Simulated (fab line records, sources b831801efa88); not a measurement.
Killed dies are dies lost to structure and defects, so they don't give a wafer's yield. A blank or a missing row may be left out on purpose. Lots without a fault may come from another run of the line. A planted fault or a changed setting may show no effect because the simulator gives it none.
Which tool did it? | flow sky130 | 10 lots, 30 wafers sampled, at 6 steps of a route of 708

WHAT THE GAUGES READ, wafer by wafer
The record holds no reading of a measuring or inspecting step that can be judged against a usual standard deviation.

WHICH TOOL RAN EACH LOT (tool, then ch and the chambers of the sampled wafers, then the start)
lot  | SKY_METAL1_SPUTTER_03        | SKY_METAL1_SPUTTER_04        | SKY_METAL1_ETCH_18                | SKY_METAL1_METAL_ETCH_19          | SKY_METAL1_STRIP_20                  | SKY_PAD_OPEN_PROBE_99
L708 | pvd_sputter-01, day 33 02:52 | pvd_sputter-01, day 33 02:53 | rie_metal-01 ch 0,1, day 34 06:22 | rie_metal-01 ch 0,1, day 34 06:25 | plasma_asher-01 ch 0,1, day 34 06:31 | -
L712 | pvd_sputter-03, day 34 01:32 | pvd_sputter-03, day 34 01:34 | rie_metal-03 ch 1, day 35 05:39   | rie_metal-03 ch 1, day 35 05:47   | plasma_asher-04 ch 0,1, day 35 05:58 | -
L714 | pvd_sputter-01, day 34 22:05 | pvd_sputter-01, day 34 22:07 | rie_metal-01 ch 0,1, day 36 01:20 | rie_metal-01 ch 0,1, day 36 01:25 | plasma_asher-03 ch 0,1, day 36 01:31 | -
L718 | pvd_sputter-01, day 36 02:58 | pvd_sputter-01, day 36 02:59 | rie_metal-01 ch 0,1, day 37 05:34 | rie_metal-01 ch 0,1, day 37 05:38 | plasma_asher-01 ch 0,1, day 37 05:43 | -
L719 | pvd_sputter-01, day 36 11:08 | pvd_sputter-01, day 36 11:10 | rie_metal-01 ch 0,1, day 37 13:13 | rie_metal-01 ch 0,1, day 37 13:17 | plasma_asher-01 ch 0,1, day 37 13:23 | prober-02, day 49 10:00
L723 | pvd_sputter-01, day 37 17:11 | pvd_sputter-01, day 37 17:13 | rie_metal-04 ch 0,1, day 38 20:22 | rie_metal-04 ch 0,1, day 38 20:25 | plasma_asher-01 ch 0,1, day 38 20:31 | prober-01, day 50 05:50
L727 | pvd_sputter-03, day 38 16:41 | pvd_sputter-03, day 38 16:43 | rie_metal-04 ch 0,1, day 39 18:19 | rie_metal-04 ch 0,1, day 39 18:23 | plasma_asher-04 ch 0,1, day 39 18:29 | -
L728 | pvd_sputter-01, day 38 20:05 | pvd_sputter-01, day 38 20:06 | rie_metal-04 ch 0, day 39 21:49   | rie_metal-04 ch 0, day 39 21:52   | plasma_asher-04 ch 0,1, day 39 21:58 | -
L730 | pvd_sputter-01, day 39 06:25 | pvd_sputter-01, day 39 06:26 | rie_metal-01 ch 0,1, day 40 07:16 | rie_metal-01 ch 0,1, day 40 07:19 | plasma_asher-04 ch 0,1, day 40 07:25 | -
L729 | pvd_sputter-04, day 39 11:08 | pvd_sputter-04, day 39 11:09 | rie_metal-04 ch 0,1, day 40 12:10 | rie_metal-04 ch 0,1, day 40 12:13 | plasma_asher-01 ch 0,1, day 40 12:19 | prober-02, day 51 10:15
- SKY_METAL1_SPUTTER_03: material Ti, target thk 5 nm, time 3.3 s.
- SKY_METAL1_SPUTTER_04: material TiN, target thk 70 nm, time 58.3 s.
- SKY_METAL1_ETCH_18: etches BARC in N2/H2, stops on SiO2, time 45.9 s, target depth 60 nm.
- SKY_METAL1_METAL_ETCH_19: etches the open film in Cl2/BCl3, stops on SiO2, target depth 360 nm, time 78 s.
- SKY_METAL1_STRIP_20: strips in O2/N2.
- SKY_PAD_OPEN_PROBE_99

WHAT THE TOOLS THEMSELVES READ (means of the sampled wafers that have a number; where no wafer has one, the mark that the record gives instead)
SKY_METAL1_SPUTTER_03. Usual: throttle_valve_pct 30.0 %, standard deviation 0.84.
lot  | tool           | throttle_valve_pct (%) | flag
L708 | pvd_sputter-01 | 30.3                   |
L712 | pvd_sputter-03 | 29.9                   |
L714 | pvd_sputter-01 | 29.0                   |
L718 | pvd_sputter-01 | 30.3                   |
L719 | pvd_sputter-01 | 29.5                   |
L723 | pvd_sputter-01 | 29.2                   |
L727 | pvd_sputter-03 | 29.9                   |
L728 | pvd_sputter-01 | 30.0                   |
L730 | pvd_sputter-01 | 29.7                   |
L729 | pvd_sputter-04 | 30.6                   |

SKY_METAL1_SPUTTER_04. Usual: throttle_valve_pct 30.0 %, standard deviation 0.84.
lot  | tool           | throttle_valve_pct (%) | flag
L708 | pvd_sputter-01 | 30.3                   |
L712 | pvd_sputter-03 | 29.9                   |
L714 | pvd_sputter-01 | 29.0                   |
L718 | pvd_sputter-01 | 30.5                   |
L719 | pvd_sputter-01 | 29.6                   |
L723 | pvd_sputter-01 | 29.4                   |
L727 | pvd_sputter-03 | 29.7                   |
L728 | pvd_sputter-01 | 30.0                   |
L730 | pvd_sputter-01 | 29.8                   |
L729 | pvd_sputter-04 | 30.8                   |

SKY_METAL1_ETCH_18. Usual: drypump_motor_current_A 5.6 A, standard deviation 0.66; he_backside_leak_sccm 3.18 sccm, standard deviation 0.27; oes_product_au 0.855 a.u., standard deviation 0.005; throttle_valve_pct 13.226 %, standard deviation 0.0095.
lot  | tool         | drypump_motor_current_A (A) | he_backside_leak_sccm (sccm) | oes_product_au (a.u.) | throttle_valve_pct (%) | flag
L708 | rie_metal-01 | 5.2                         | 3.17                         | 0.854                 | 13.224                 |
L712 | rie_metal-03 | 5.0                         | 3.40                         | 0.854                 | 13.227                 |
L714 | rie_metal-01 | 5.2                         | 3.09                         | 0.854                 | 13.219                 |
L718 | rie_metal-01 | 5.3                         | 3.10                         | 0.851                 | 13.225                 |
L719 | rie_metal-01 | 5.2                         | 3.18                         | 0.851                 | 13.228                 |
L723 | rie_metal-04 | 5.6                         | 3.13                         | 0.859                 | 13.235                 |
L727 | rie_metal-04 | 5.6                         | 3.17                         | 0.853                 | 13.233                 |
L728 | rie_metal-04 | 5.2                         | 3.29                         | 0.857                 | 13.233                 |
L730 | rie_metal-01 | 5.2                         | 3.00                         | 0.855                 | 13.224                 |
L729 | rie_metal-04 | 5.6                         | 3.12                         | 0.852                 | 13.223                 |

SKY_METAL1_METAL_ETCH_19. Usual: drypump_motor_current_A 5.5 A, standard deviation 0.65; he_backside_leak_sccm 3.18 sccm, standard deviation 0.22; oes_product_au 0.854 a.u., standard deviation 0.0058; throttle_valve_pct 22.265 %, standard deviation 0.0092.
lot  | tool         | drypump_motor_current_A (A) | he_backside_leak_sccm (sccm) | oes_product_au (a.u.) | throttle_valve_pct (%) | flag
L708 | rie_metal-01 | 5.2                         | 3.05                         | 0.848                 | 22.272                 |
L712 | rie_metal-03 | 5.0                         | 3.48                         | 0.860                 | 22.258                 |
L714 | rie_metal-01 | 5.2                         | 3.06                         | 0.854                 | 22.266                 |
L718 | rie_metal-01 | 5.2                         | 3.04                         | 0.850                 | 22.265                 |
L719 | rie_metal-01 | 5.2                         | 3.44                         | 0.854                 | 22.263                 |
L723 | rie_metal-04 | 5.6                         | 3.16                         | 0.856                 | 22.270                 |
L727 | rie_metal-04 | 5.6                         | 3.16                         | 0.855                 | 22.267                 |
L728 | rie_metal-04 | 5.2                         | 3.25                         | 0.854                 | 22.267                 |
L730 | rie_metal-01 | 5.2                         | 3.13                         | 0.859                 | 22.269                 |
L729 | rie_metal-04 | 5.6                         | 3.17                         | 0.851                 | 22.266                 |

SKY_METAL1_STRIP_20. Usual: drypump_motor_current_A 6.0 A, standard deviation 0.57; oes_product_au 0.342 a.u., standard deviation 0.0048; strip_time_to_endpoint_s 2.68 s, standard deviation 0.03.
lot  | tool            | drypump_motor_current_A (A) | oes_product_au (a.u.) | strip_time_to_endpoint_s (s) | flag
L708 | plasma_asher-01 | 5.4                         | 0.338                 | 2.66                         |
L712 | plasma_asher-04 | 6.4                         | 0.344                 | 2.69                         |
L714 | plasma_asher-03 | 6.5                         | 0.343                 | 2.70                         |
L718 | plasma_asher-01 | 5.4                         | 0.324                 | 2.36                         | OFF
L719 | plasma_asher-01 | 5.3                         | 0.316                 | 1.98                         | OFF
L723 | plasma_asher-01 | 5.4                         | 0.341                 | 2.66                         |
L727 | plasma_asher-04 | 6.4                         | 0.341                 | 2.69                         |
L728 | plasma_asher-04 | 6.4                         | 0.341                 | 2.66                         |
L730 | plasma_asher-04 | 6.4                         | 0.340                 | 2.73                         |
L729 | plasma_asher-01 | 5.5                         | 0.343                 | 2.70                         |

SKY_PAD_OPEN_PROBE_99. Usual: defect_limited_yield 82.1 %, standard deviation 2; killed_at_M0_to_M3 43, standard deviation 6.4; killed_at_M4_up 3.2, standard deviation 1.8; killed_at_contacts 25, standard deviation 5.5; killed_at_front_end 16, standard deviation 5.2; killed_at_other 0.3, standard deviation 0.49; killed_dies 88, standard deviation 10; killed_open 48, standard deviation 7; killed_short 40, standard deviation 7.1; sort_bin_3_pad_short 0.9 %, standard deviation 0.42; sort_bin_5_function 10.5 %, standard deviation 1.6; sort_bin_6_memory 6.5 %, standard deviation 1.2; sort_n_pass 404, standard deviation 10; sort_yield_pct 82.1 %, standard deviation 2.
lot  | tool      | defect_limited_yield (%) | killed_at_M0_to_M3 | killed_at_M4_up | killed_at_contacts | killed_at_front_end | killed_at_other | killed_dies | killed_open | killed_short | sort_bin_3_pad_short (%) | sort_bin_5_function (%) | sort_bin_6_memory (%) | sort_n_pass | sort_yield_pct (%) | flag
L719 | prober-02 | 83.1                     | 42                 | 2.0             | 24                 | 14                  | 0.0             | 83          | 49          | 33           | 0.7                      | 9.2                     | 7.0                   | 409         | 83.1               |
L723 | prober-01 | 82.0                     | 44                 | 3.3             | 24                 | 16                  | 0.0             | 88          | 48          | 40           | 0.8                      | 10.9                    | 6.3                   | 404         | 82.0               |
L729 | prober-02 | 85.0                     | 38                 | 1.3             | 21                 | 13                  | 0.0             | 74          | 42          | 32           | 0.7                      | 8.5                     | 5.8                   | 418         | 85.0               |

THE ANSWER, worked out from the rows above alone
Rule: a lot is off if the mean of its wafers that have a number lies more than 3 standard deviations from the usual mean. A lot without any number at a reading at which 4 lots or more have one is off too. The other lots that the step has rows for count as sound. The gauges are gone through in route order, then the tools' own readings, and for those a lot's mean is taken as printed above. The first step at which some lot is off is used, and at that step the reading that is off furthest; a lot without a number counts as furthest.
Off: L718, L719, at SKY_METAL1_STRIP_20 (strip_time_to_endpoint_s).
A tool fits if, at that step or a process step before it, it ran every lot that is off, and no sound lot after the first of them. None of those tried fits.

WHAT THE SIMULATOR HAD PUT IN
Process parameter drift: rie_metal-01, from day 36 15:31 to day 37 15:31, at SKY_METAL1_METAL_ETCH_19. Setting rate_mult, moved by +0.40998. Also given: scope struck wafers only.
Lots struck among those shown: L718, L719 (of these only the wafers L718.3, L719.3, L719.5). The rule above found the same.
